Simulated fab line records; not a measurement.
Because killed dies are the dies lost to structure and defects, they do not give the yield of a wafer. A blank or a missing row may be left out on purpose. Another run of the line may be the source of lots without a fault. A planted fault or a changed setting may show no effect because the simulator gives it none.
What tool caused it? / flow gf180mcu / 39 wafers from 13 lots sampled at 4 of the route's 602 steps

== WHAT THE GAUGES READ, wafer by wafer ==
GF_M3_OVL_MEAS_15.
lot=L154; measured=day 22 01:08; on=overlay-02; M3_OVL (nm)=-10 -4 -4
lot=L155; measured=day 22 04:22; on=overlay-01; M3_OVL (nm)=1 4 -7
lot=L156; measured=day 22 11:34; on=overlay-02; M3_OVL (nm)=-5 6 -8
lot=L159; measured=day 23 17:19; on=overlay-02; M3_OVL (nm)=-3 5 6
lot=L160; measured=day 24 02:52; on=overlay-01; M3_OVL (nm)=7 7 0
lot=L161; measured=day 24 10:32; on=overlay-02; M3_OVL (nm)=6 -11 2
lot=L162; measured=day 24 17:46; on=overlay-02; M3_OVL (nm)=7 -2 8
lot=L163; measured=day 25 07:10; on=overlay-01; M3_OVL (nm)=11 3 14
lot=L171; measured=day 27 15:13; on=overlay-01; M3_OVL (nm)=-8 -5 -5
lot=L172; measured=day 27 19:32; on=overlay-01; M3_OVL (nm)=-6 -2 2
lot=L173; measured=day 28 02:49; on=overlay-01; M3_OVL (nm)=14 3 8
lot=L174; measured=day 28 07:48; on=overlay-01; M3_OVL (nm)=-9 -4 -2
lot=L176; measured=day 28 19:22; on=overlay-02; M3_OVL (nm)=6 0 3

GF_V3_OVL_MEAS_15.
lot=L154; measured=day 23 01:30; on=overlay-01; V3_OVL (nm)=11 9 14
lot=L155; measured=day 23 06:07; on=overlay-02; V3_OVL (nm)=-2 -10 -5
lot=L156; measured=day 23 12:19; on=overlay-02; V3_OVL (nm)=4 0 -2
lot=L159; measured=day 24 17:26; on=overlay-02; V3_OVL (nm)=-2 -5 -2
lot=L160; measured=day 25 02:43; on=overlay-02; V3_OVL (nm)=7 9 4
lot=L161; measured=day 25 09:44; on=overlay-01; V3_OVL (nm)=-7 -1 -1
lot=L162; measured=day 25 16:43; on=overlay-02; V3_OVL (nm)=2 2 -3
lot=L163; measured=day 26 06:16; on=overlay-02; V3_OVL (nm)=8 12 10
lot=L171; measured=day 28 12:34; on=overlay-01; V3_OVL (nm)=-4 -1 -6
lot=L172; measured=day 28 16:47; on=overlay-01; V3_OVL (nm)=5 3 4
lot=L173; measured=day 28 23:13; on=overlay-01; V3_OVL (nm)=2 2 7
lot=L174; measured=day 29 04:48; on=overlay-02; V3_OVL (nm)=5 1 5
lot=L176; measured=day 29 16:26; on=overlay-01; V3_OVL (nm)=-4 3 2

== TOOL THAT RAN EACH LOT (tool first, then ch and the chambers of the sampled wafers, then the start) ==
lot=L154; GF_M2_SPUTTER_00=pvdSputter-01, day 18 20:20; GF_V2_STRIP_18=plasmaAsher-03 ch 0,1, day 20 23:14
lot=L155; GF_M2_SPUTTER_00=pvdSputter-01, day 18 23:35; GF_V2_STRIP_18=plasmaAsher-01 ch 0,1, day 21 02:35
lot=L156; GF_M2_SPUTTER_00=pvdSputter-01, day 19 07:37; GF_V2_STRIP_18=plasmaAsher-01 ch 0,1, day 21 10:26
lot=L159; GF_M2_SPUTTER_00=pvdSputter-01, day 20 15:22; GF_V2_STRIP_18=plasmaAsher-03 ch 0, day 22 16:41
lot=L160; GF_M2_SPUTTER_00=pvdSputter-02, day 21 00:57; GF_V2_STRIP_18=plasmaAsher-02 ch 0,1, day 23 02:38
lot=L161; GF_M2_SPUTTER_00=pvdSputter-01, day 21 09:10; GF_V2_STRIP_18=plasmaAsher-02 ch 0,1, day 23 10:47
lot=L162; GF_M2_SPUTTER_00=pvdSputter-01, day 21 15:40; GF_V2_STRIP_18=plasmaAsher-02 ch 0,1, day 23 15:56
lot=L163; GF_M2_SPUTTER_00=pvdSputter-02, day 22 07:49; GF_V2_STRIP_18=plasmaAsher-03 ch 0,1, day 24 07:45
lot=L171; GF_M2_SPUTTER_00=pvdSputter-02, day 24 20:41; GF_V2_STRIP_18=plasmaAsher-01 ch 0,1, day 26 16:54
lot=L172; GF_M2_SPUTTER_00=pvdSputter-02, day 25 02:07; GF_V2_STRIP_18=plasmaAsher-01 ch 0,1, day 26 22:11
lot=L173; GF_M2_SPUTTER_00=pvdSputter-02, day 25 09:58; GF_V2_STRIP_18=plasmaAsher-03 ch 1, day 27 05:32
lot=L174; GF_M2_SPUTTER_00=pvdSputter-02, day 25 15:07; GF_V2_STRIP_18=plasmaAsher-03 ch 0,1, day 27 10:51
lot=L176; GF_M2_SPUTTER_00=pvdSputter-04, day 26 03:56; GF_V2_STRIP_18=plasmaAsher-01 ch 0,1, day 27 22:41
- GF_M2_SPUTTER_00: material Ti, target thk 37.5 nm, time 150 s.
- GF_V2_STRIP_18: strips in O2/N2.

== AS READ BY THE TOOLS THEMSELVES (means over the sampled wafers that have a number; for cases with no such wafer, the mark the record gives instead) ==
GF_M2_SPUTTER_00.
lot=L154; tool=pvdSputter-01; throttleValvePct (%)=28.5
lot=L155; tool=pvdSputter-01; throttleValvePct (%)=29.0
lot=L156; tool=pvdSputter-01; throttleValvePct (%)=29.1
lot=L159; tool=pvdSputter-01; throttleValvePct (%)=29.1
lot=L160; tool=pvdSputter-02; throttleValvePct (%)=29.8
lot=L161; tool=pvdSputter-01; throttleValvePct (%)=28.7
lot=L162; tool=pvdSputter-01; throttleValvePct (%)=29.1
lot=L163; tool=pvdSputter-02; throttleValvePct (%)=29.1
lot=L171; tool=pvdSputter-02; throttleValvePct (%)=29.9
lot=L172; tool=pvdSputter-02; throttleValvePct (%)=29.7
lot=L173; tool=pvdSputter-02; throttleValvePct (%)=29.9
lot=L174; tool=pvdSputter-02; throttleValvePct (%)=29.8
lot=L176; tool=pvdSputter-04; throttleValvePct (%)=29.8

GF_V2_STRIP_18.
lot=L154; tool=plasmaAsher-03; drypumpMotorCurrentA (A)=5.68; heaterPowerW (W)=341; oesProductAu (a.u.)=0.596
lot=L155; tool=plasmaAsher-01; drypumpMotorCurrentA (A)=5.60; heaterPowerW (W)=361; oesProductAu (a.u.)=0.589
lot=L156; tool=plasmaAsher-01; drypumpMotorCurrentA (A)=5.64; heaterPowerW (W)=369; oesProductAu (a.u.)=0.598
lot=L159; tool=plasmaAsher-03; drypumpMotorCurrentA (A)=5.48; heaterPowerW (W)=341; oesProductAu (a.u.)=0.594
lot=L160; tool=plasmaAsher-02; drypumpMotorCurrentA (A)=5.75; heaterPowerW (W)=329; oesProductAu (a.u.)=0.593
lot=L161; tool=plasmaAsher-02; drypumpMotorCurrentA (A)=5.73; heaterPowerW (W)=332; oesProductAu (a.u.)=0.595
lot=L162; tool=plasmaAsher-02; drypumpMotorCurrentA (A)=5.75; heaterPowerW (W)=331; oesProductAu (a.u.)=0.589
lot=L163; tool=plasmaAsher-03; drypumpMotorCurrentA (A)=5.86; heaterPowerW (W)=332; oesProductAu (a.u.)=0.596
lot=L171; tool=plasmaAsher-01; drypumpMotorCurrentA (A)=5.63; heaterPowerW (W)=363; oesProductAu (a.u.)=0.590
lot=L172; tool=plasmaAsher-01; drypumpMotorCurrentA (A)=5.62; heaterPowerW (W)=370; oesProductAu (a.u.)=0.595
lot=L173; tool=plasmaAsher-03; drypumpMotorCurrentA (A)=6.04; heaterPowerW (W)=332; oesProductAu (a.u.)=0.590
lot=L174; tool=plasmaAsher-03; drypumpMotorCurrentA (A)=5.67; heaterPowerW (W)=336; oesProductAu (a.u.)=0.593
lot=L176; tool=plasmaAsher-01; drypumpMotorCurrentA (A)=5.64; heaterPowerW (W)=368; oesProductAu (a.u.)=0.595

== THE ANSWER, worked out from the rows above alone ==
Rule: the usual values come from the lots themselves. The widest of any qualifying gaps counts: lots, ordered by their means at a reading, are off when they make up no more than a third of the lots, leave a main group of 4 or more, and stand apart from it by 3 or more times the standard deviation of that group's means. Not used: any main group whose means are identical at the precision the tables above print for the reading. A lot without any number at a reading at which 4 lots or more have one is off too. All remaining lots with rows at the step are treated as sound. Order of review: gauges by route order, followed by the tools' own readings, for which a lot's mean as printed above is used. The first step at which some lot is off is used, and at that step the reading that is off furthest; a lot without a number counts as furthest.
No lot is off at any reading shown: from this, nothing can be told.

== WHAT WAS PUT IN BY THE SIMULATOR ==
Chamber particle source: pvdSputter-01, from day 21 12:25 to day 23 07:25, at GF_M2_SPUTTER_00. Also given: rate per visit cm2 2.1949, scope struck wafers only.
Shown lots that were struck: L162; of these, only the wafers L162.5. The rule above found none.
